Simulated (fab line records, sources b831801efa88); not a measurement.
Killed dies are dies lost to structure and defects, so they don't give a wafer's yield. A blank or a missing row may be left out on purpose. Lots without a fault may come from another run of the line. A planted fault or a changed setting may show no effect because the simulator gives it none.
Split-lot experiment | flow sfq_line | 5 lots, 23 wafers read, on a route of 325 steps

THE SPLIT
At SFQ_TRILAYER_I3_VIA_LITHO_PEB_088 (peb time 60 s), the setting peb_time_s was moved away from the recipe's 60 s on 11 of the 23 wafers read, by -10.5% to +14.8%. The other wafers ran this setting at the recipe's value.

FROM THE SPLIT TO THE READING: what the file shows between them, 1 step
- SFQ_TRILAYER_I3_VIA_LITHO_DEVELOP_087: time 60 s

THE READING
I3.cd_nm (the simulator's own value, which no gauge read), in nm, at SFQ_TRILAYER_I3_VIA_BARC_OPEN_VIA_ETCH_121 (etches BARC in O2, target depth 125 nm, time 41.7 s). The file gives no usual value for it. The 12 wafers here that ran the recipe average 499.8 nm, standard deviation 1 nm.

wafer  | tool, chamber at the split | peb_time_s as run, s | against the recipe | I3.cd_nm, nm | against lot-mates on the recipe
L076.1 | litho_track-01, 0          | 60                   | recipe             | 499.9        | -
L076.2 | litho_track-01, 0          | 68.87                | +14.8%             | 518          | +18.8
L076.3 | litho_track-01, 0          | 60                   | recipe             | 498.5        | -
L076.5 | litho_track-01, 0          | 68.87                | +14.8%             | 518.7        | +19.5
L076.6 | litho_track-01, 0          | 68.87                | +14.8%             | 519          | +19.8
L077.1 | litho_track-03, 0          | 68.15                | +13.6%             | 517.9        | +17.8
L077.3 | litho_track-03, 0          | 60                   | recipe             | 499.3        | -
L077.4 | litho_track-03, 0          | 60                   | recipe             | 501.2        | -
L077.5 | litho_track-03, 0          | 68.15                | +13.6%             | 517          | +16.9
L077.6 | litho_track-03, 0          | 60                   | recipe             | 499.9        | -
L079.1 | litho_track-02, 0          | 53.68                | -10.5%             | 485.5        | -14.6
L079.3 | litho_track-02, 0          | 53.68                | -10.5%             | 482.6        | -17.5
L079.4 | litho_track-02, 0          | 53.68                | -10.5%             | 485.5        | -14.6
L079.5 | litho_track-02, 0          | 60                   | recipe             | 501.3        | -
L079.6 | litho_track-02, 0          | 60                   | recipe             | 499          | -
L081.1 | litho_track-02, 0          | 60                   | recipe             | 498.4        | -
L081.3 | litho_track-02, 0          | 60                   | recipe             | 501.4        | -
L081.4 | litho_track-02, 0          | 60                   | recipe             | 500.3        | -
L083.1 | litho_track-02, 0          | 66.5                 | +10.8%             | 512.1        | +12.9
L083.2 | litho_track-02, 0          | 60                   | recipe             | 499.7        | -
L083.3 | litho_track-02, 0          | 66.5                 | +10.8%             | 513.1        | +13.9
L083.4 | litho_track-02, 0          | 66.5                 | +10.8%             | 513.5        | +14.3
L083.6 | litho_track-02, 0          | 60                   | recipe             | 498.7        | -

THE FIT
A straight line over all 23 wafers: I3.cd_nm changes by +1.32 nm for each +1% of peb_time_s; r = +0.99; the points scatter about the line by 1.1 nm.
The same after taking each lot's own level away (the mean of its wafers on the recipe; 23 wafers): +1.35 nm for each +1%; r = +1.00; scatter 1.1 nm.
On that fit, the largest move of peb_time_s shifts the reading by 20 nm.
The lots' own levels span 499.20 to 500.15 nm, that is 0.9 times the standard deviation above.
So the lot-to-lot level changes the slope little: the two slopes agree.
Check: with one of the wafers moved furthest among these (+14.8%) left out of the fit, the line predicts +19.5 nm for it against its lot-mates. It came out at +18.8 nm against them.

OTHER SPLITS ON THESE WAFERS
These wafers also went through other splits before the reading. Each is held against what the fit with the lots' levels taken away leaves over:
other split on the same wafers              | wafers away from the commonest value | r with I3.cd_nm (lot level and that fit taken away)
SFQ_TRILAYER_M3_LITHO_COAT_080 spin_rpm     | 6                                    | +0.14
SFQ_TRILAYER_M3_LITHO_PEB_078 peb_temp_c    | 7                                    | +0.02
SFQ_TRILAYER_I3_VIA_LITHO_COAT_090 spin_rpm | 9                                    | +0.14

THE FILE'S OWN FIT
I3.cd_nm changes by +1.32 nm for each +1% of peb_time_s, r = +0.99.
